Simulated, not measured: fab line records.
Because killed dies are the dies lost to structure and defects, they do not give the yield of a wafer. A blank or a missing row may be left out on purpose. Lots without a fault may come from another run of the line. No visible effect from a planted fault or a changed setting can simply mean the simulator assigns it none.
2 desks, one fault / flow gf180mcu / each desk holds nothing but its own numbers, with what lay behind them at the end

FOR THE TOOL OWNER'S DESK: rtp_anneal-01
Per lot that ran on this tool, the mean of the sampled wafers carrying a number, from the tool's own readings at GF_SALICIDE_RTA_06 (time 30 s). The brackets show how far a lot's mean lies from the usual mean; more than 4 standard deviations puts the lot out of limits, marked OUT.
Columns: A = lamp_power_pct at GF_SALICIDE_RTA_06, usual 5.29 %; B = wafer_temp_C_max at GF_SALICIDE_RTA_06, usual 532.0
lot=L704; first seen here=day 17 09:24; A=4.50; B=484.3 (-64) OUT
lot=L705; first seen here=day 17 20:49; A=4.49; B=484.3 (-65) OUT
lot=L706; first seen here=day 18 02:12; A=4.49; B=484.1 (-65) OUT
lot=L715; first seen here=day 21 08:32; A=5.49; B=531.2
lot=L718; first seen here=day 22 10:11; A=5.49; B=531.4
Finding of this desk: L704, L705, L706 out of limits; the first was L704 at day 17 09:24, on wafer_temp_C_max at GF_SALICIDE_RTA_06. Within limits: L715, L718.

AT THE METROLOGY DESK
Means of the sampled wafers that have a number, per lot and without regard to the tool the lot ran on: this is what the gauges read. The brackets show how far a lot's mean lies from the usual mean; more than 4 standard deviations puts the lot out of limits, marked OUT.
Columns: A = cd_nm at GF_SAB_CD_MEAS_09, usual 420.7 nm; B = SAB_OVL at GF_SAB_OVL_MEAS_10, usual 0.4 nm; C = SALICIDE_TIN_RS at GF_SALICIDE_RS_MEAS_04, usual 16.15 ohm/sq; D = SALICIDE_TIN_THK at GF_SALICIDE_THK_MEAS_05, usual 20.31 nm
lot=L698; first seen here=day 14 23:43; A=418.5; B=-0.9; C=15.87; D=20.28
lot=L704; first seen here=day 17 08:40; A=419.5; B=0.7; C=16.28; D=20.49
lot=L705; first seen here=day 17 20:05; A=423.9; B=0.4; C=16.02; D=20.74
lot=L706; first seen here=day 18 01:28; A=420.7; B=1.0; C=16.05; D=20.15
lot=L715; first seen here=day 21 07:48; A=420.8; B=-1.0; C=16.04; D=19.91
lot=L718; first seen here=day 22 09:27; A=424.8; B=0.1; C=16.43; D=20.48
lot=L721; first seen here=day 23 03:57; A=420.3; B=1.7; C=16.14; D=20.14
This desk's finding: nothing out of limits on any of the 7 lots.

PUT TOGETHER
At day 17 09:24, on L704, L705, L706, the tool owner's desk was in a position to raise an alarm.
Metrology desk: nothing out of limits seen.
The metrology desk holds a record of L704, L705, L706, inside its limits.
The lots listed all ran GF_SALICIDE_RTA_06 on rtp_anneal-01.

WHAT HAD BEEN PUT IN BY THE SIMULATOR
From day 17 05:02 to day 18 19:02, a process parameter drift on rtp_anneal-01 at GF_SALICIDE_RTA_06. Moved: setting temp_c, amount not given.
Shown lots that were struck: L704, L705, L706.
Delay in hours, fault start to first out-of-limits reading, by desk: the tool owner's desk at 4.
